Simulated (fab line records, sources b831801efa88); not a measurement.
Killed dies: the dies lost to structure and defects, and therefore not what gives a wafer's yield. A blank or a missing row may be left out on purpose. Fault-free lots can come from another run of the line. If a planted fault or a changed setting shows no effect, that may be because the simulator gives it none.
Which tool was responsible? / flow sky130 / 10 lots, 30 wafers sampled, at 6 steps of a route of 708

## WHAT THE GAUGES SHOWED, per wafer
SKY_VIA3_RS_MEAS_22: measurement is done with a four-point probe.
lot=L935; measured=day 41 02:17; on=filmMetro-03; VIA3_W_RS (ohm/sq)=0.299 0.299 0.300
lot=L939; measured=day 42 01:36; on=filmMetro-04; VIA3_W_RS (ohm/sq)=0.291 0.291 0.290
lot=L941; measured=day 42 13:26; on=filmMetro-02; VIA3_W_RS (ohm/sq)=0.296 0.300 0.295
lot=L942; measured=day 42 22:08; on=filmMetro-03; VIA3_W_RS (ohm/sq)=0.296 0.296 0.300
lot=L949; measured=day 44 17:26; on=filmMetro-03; VIA3_W_RS (ohm/sq)=0.296 0.291 0.295
lot=L951; measured=day 45 00:33; on=filmMetro-04; VIA3_W_RS (ohm/sq)=0.298 0.298 0.298
lot=L952; measured=day 45 08:59; on=filmMetro-02; VIA3_W_RS (ohm/sq)=0.297 0.297 0.295
lot=L953; measured=day 45 11:35; on=filmMetro-03; VIA3_W_RS (ohm/sq)=0.294 0.293 0.302
lot=L954; measured=day 45 22:35; on=filmMetro-03; VIA3_W_RS (ohm/sq)=0.297 0.299 0.295
lot=L955; measured=day 46 00:47; on=filmMetro-03; VIA3_W_RS (ohm/sq)=0.295 0.296 0.294

SKY_CAP2M_RS_MEAS_03: measurement is done with a four-point probe.
lot=L935; measured=day 41 03:06; on=filmMetro-03; CAP2M_TIN_RS (ohm/sq)=6.95 6.97 6.94
lot=L939; measured=day 42 02:26; on=filmMetro-01; CAP2M_TIN_RS (ohm/sq)=5.84 6.89 6.86
lot=L941; measured=day 42 14:17; on=filmMetro-01; CAP2M_TIN_RS (ohm/sq)=5.85 6.86 5.86
lot=L942; measured=day 42 22:58; on=filmMetro-03; CAP2M_TIN_RS (ohm/sq)=7.01 6.97 6.95
lot=L949; measured=day 44 18:16; on=filmMetro-04; CAP2M_TIN_RS (ohm/sq)=7.03 6.87 7.04
lot=L951; measured=day 45 01:28; on=filmMetro-01; CAP2M_TIN_RS (ohm/sq)=7.00 7.00 7.00
lot=L952; measured=day 45 09:48; on=filmMetro-04; CAP2M_TIN_RS (ohm/sq)=7.00 6.93 6.97
lot=L953; measured=day 45 12:29; on=filmMetro-03; CAP2M_TIN_RS (ohm/sq)=7.07 6.96 7.00
lot=L954; measured=day 45 23:25; on=filmMetro-04; CAP2M_TIN_RS (ohm/sq)=6.86 6.89 6.94
lot=L955; measured=day 46 01:37; on=filmMetro-03; CAP2M_TIN_RS (ohm/sq)=6.98 7.02 7.05

SKY_CAP2M_THK_MEAS_04: measures by xrf.
lot=L935; measured=day 41 03:13; on=filmMetro-03; CAP2M_TIN_THK (nm)=200.2 199.3 200.9
lot=L939; measured=day 42 02:32; on=filmMetro-01; CAP2M_TIN_THK (nm)=236.1 199.4 201.1
lot=L941; measured=day 42 14:24; on=filmMetro-01; CAP2M_TIN_THK (nm)=235.4 200.1 235.3
lot=L942; measured=day 42 23:05; on=filmMetro-03; CAP2M_TIN_THK (nm)=198.7 199.3 200.2
lot=L949; measured=day 44 18:23; on=filmMetro-04; CAP2M_TIN_THK (nm)=198.8 203.9 197.6
lot=L951; measured=day 45 01:35; on=filmMetro-01; CAP2M_TIN_THK (nm)=198.2 197.2 198.5
lot=L952; measured=day 45 09:54; on=filmMetro-04; CAP2M_TIN_THK (nm)=200.6 200.9 199.4
lot=L953; measured=day 45 12:37; on=filmMetro-03; CAP2M_TIN_THK (nm)=197.9 199.9 199.1
lot=L954; measured=day 45 23:32; on=filmMetro-04; CAP2M_TIN_THK (nm)=203.1 202.4 200.7
lot=L955; measured=day 46 01:44; on=filmMetro-03; CAP2M_TIN_THK (nm)=199.5 198.5 198.3

## WHAT TOOL EACH LOT RAN ON (gives the tool, then ch and the chambers of the sampled wafers, and finally the start)
lot=L935; SKY_METAL4_SPUTTER_01=pvdSputter-03, day 41 02:47; SKY_CAP2M_CVD_00=pecvd-04 ch 0,2, day 41 02:55; SKY_CAP2M_SPUTTER_02=pvdSputter-04, day 41 02:59
lot=L939; SKY_METAL4_SPUTTER_01=pvdSputter-01, day 42 02:05; SKY_CAP2M_CVD_00=pecvd-04 ch 0,2, day 42 02:13; SKY_CAP2M_SPUTTER_02=pvdSputter-04, day 42 02:18
lot=L941; SKY_METAL4_SPUTTER_01=pvdSputter-01, day 42 13:57; SKY_CAP2M_CVD_00=pecvd-01 ch 0,2, day 42 14:05; SKY_CAP2M_SPUTTER_02=pvdSputter-04, day 42 14:10
lot=L942; SKY_METAL4_SPUTTER_01=pvdSputter-01, day 42 22:39; SKY_CAP2M_CVD_00=pecvd-04 ch 0,2, day 42 22:47; SKY_CAP2M_SPUTTER_02=pvdSputter-03, day 42 22:52
lot=L949; SKY_METAL4_SPUTTER_01=pvdSputter-03, day 44 17:56; SKY_CAP2M_CVD_00=pecvd-03 ch 0,2, day 44 18:04; SKY_CAP2M_SPUTTER_02=pvdSputter-01, day 44 18:09
lot=L951; SKY_METAL4_SPUTTER_01=pvdSputter-01, day 45 01:08; SKY_CAP2M_CVD_00=pecvd-03 ch 1,2, day 45 01:16; SKY_CAP2M_SPUTTER_02=pvdSputter-03, day 45 01:21
lot=L952; SKY_METAL4_SPUTTER_01=pvdSputter-03, day 45 09:26; SKY_CAP2M_CVD_00=pecvd-03 ch 0,1,2, day 45 09:34; SKY_CAP2M_SPUTTER_02=pvdSputter-04, day 45 09:39
lot=L953; SKY_METAL4_SPUTTER_01=pvdSputter-03, day 45 12:10; SKY_CAP2M_CVD_00=pecvd-04 ch 1,2, day 45 12:18; SKY_CAP2M_SPUTTER_02=pvdSputter-04, day 45 12:23
lot=L954; SKY_METAL4_SPUTTER_01=pvdSputter-03, day 45 23:04; SKY_CAP2M_CVD_00=pecvd-01 ch 0,1,2, day 45 23:13; SKY_CAP2M_SPUTTER_02=pvdSputter-04, day 45 23:17
lot=L955; SKY_METAL4_SPUTTER_01=pvdSputter-01, day 46 01:17; SKY_CAP2M_CVD_00=pecvd-03 ch 0,1, day 46 01:25; SKY_CAP2M_SPUTTER_02=pvdSputter-04, day 46 01:30
- SKY_METAL4_SPUTTER_01: material TiN, target thk 20 nm, time 16.7 s.
- SKY_CAP2M_CVD_00: deposits SiO2, target thk 15.5 nm.
- SKY_CAP2M_SPUTTER_02: material TiN, target thk 200 nm, time 166.7 s.

## AS READ BY THE TOOLS THEMSELVES (means over the sampled wafers that have a number; for cases with no such wafer, the mark the record gives instead)
SKY_METAL4_SPUTTER_01.
lot=L935; tool=pvdSputter-03; cathodeDcPowerW (W)=6500.3; throttleValvePct (%)=29.6
lot=L939; tool=pvdSputter-01; cathodeDcPowerW (W)=6501.0; throttleValvePct (%)=30.3
lot=L941; tool=pvdSputter-01; cathodeDcPowerW (W)=6500.3; throttleValvePct (%)=30.2
lot=L942; tool=pvdSputter-01; cathodeDcPowerW (W)=6499.8; throttleValvePct (%)=29.2
lot=L949; tool=pvdSputter-03; cathodeDcPowerW (W)=6500.9; throttleValvePct (%)=30.9
lot=L951; tool=pvdSputter-01; cathodeDcPowerW (W)=6499.8; throttleValvePct (%)=30.2
lot=L952; tool=pvdSputter-03; cathodeDcPowerW (W)=6501.3; throttleValvePct (%)=30.2
lot=L953; tool=pvdSputter-03; cathodeDcPowerW (W)=6501.0; throttleValvePct (%)=29.9
lot=L954; tool=pvdSputter-03; cathodeDcPowerW (W)=6500.5; throttleValvePct (%)=29.2
lot=L955; tool=pvdSputter-01; cathodeDcPowerW (W)=6499.9; throttleValvePct (%)=31.4

SKY_CAP2M_CVD_00.
lot=L935; tool=pecvd-04; heaterPowerW (W)=752
lot=L939; tool=pecvd-04; heaterPowerW (W)=686
lot=L941; tool=pecvd-01; heaterPowerW (W)=668
lot=L942; tool=pecvd-04; heaterPowerW (W)=717
lot=L949; tool=pecvd-03; heaterPowerW (W)=750
lot=L951; tool=pecvd-03; heaterPowerW (W)=745
lot=L952; tool=pecvd-03; heaterPowerW (W)=754
lot=L953; tool=pecvd-04; heaterPowerW (W)=742
lot=L954; tool=pecvd-01; heaterPowerW (W)=676
lot=L955; tool=pecvd-03; heaterPowerW (W)=681

SKY_CAP2M_SPUTTER_02.
lot=L935; tool=pvdSputter-04; cathodeDcPowerW (W)=6500.0; throttleValvePct (%)=30.3
lot=L939; tool=pvdSputter-04; cathodeDcPowerW (W)=6879.3; throttleValvePct (%)=30.3
lot=L941; tool=pvdSputter-04; cathodeDcPowerW (W)=7259.7; throttleValvePct (%)=30.5
lot=L942; tool=pvdSputter-03; cathodeDcPowerW (W)=6500.0; throttleValvePct (%)=31.0
lot=L949; tool=pvdSputter-01; cathodeDcPowerW (W)=6500.7; throttleValvePct (%)=29.1
lot=L951; tool=pvdSputter-03; cathodeDcPowerW (W)=6498.6; throttleValvePct (%)=30.3
lot=L952; tool=pvdSputter-04; cathodeDcPowerW (W)=6499.6; throttleValvePct (%)=31.5
lot=L953; tool=pvdSputter-04; cathodeDcPowerW (W)=6500.0; throttleValvePct (%)=30.9
lot=L954; tool=pvdSputter-04; cathodeDcPowerW (W)=6500.8; throttleValvePct (%)=30.6
lot=L955; tool=pvdSputter-04; cathodeDcPowerW (W)=6499.6; throttleValvePct (%)=30.0

## THE ANSWER, worked out from the rows above alone
Rule: the lots themselves supply what counts as usual. Put in order of their means at a reading, lots are off if they are a third of the lots or fewer, leave a main group of 4 or more, and stand apart from it by a gap of 3 or more times the standard deviation of the main group's means; of several such gaps the widest counts. A main group whose means are all the same, to the digits that the tables above print for the reading, isn't used. Also off: a lot with no number at a reading for which 4 or more lots have one. Any other lot the step has rows for is counted as sound. The gauges are gone through in route order, then the tools' own readings, and for those a lot's mean is taken as printed above. The first step at which some lot is off is used, and at that step the reading that is off furthest; a lot without a number counts as furthest.
Off: L939, L941, seen at SKY_CAP2M_RS_MEAS_03 (CAP2M_TIN_RS). Mean 6.97 ohm/sq and standard deviation 0.036 in the main group.
A tool fits if, at a process step before that reading, it ran every lot that is off, and no sound lot after the first of them. The gauges at SKY_CAP2M_RS_MEAS_03 aren't tried: what is off there is off at SKY_CAP2M_SPUTTER_02 too, on other tools, and a gauge's error can't cause that. Not one of the candidates tried fits.

## WHAT HAD BEEN PUT IN BY THE SIMULATOR
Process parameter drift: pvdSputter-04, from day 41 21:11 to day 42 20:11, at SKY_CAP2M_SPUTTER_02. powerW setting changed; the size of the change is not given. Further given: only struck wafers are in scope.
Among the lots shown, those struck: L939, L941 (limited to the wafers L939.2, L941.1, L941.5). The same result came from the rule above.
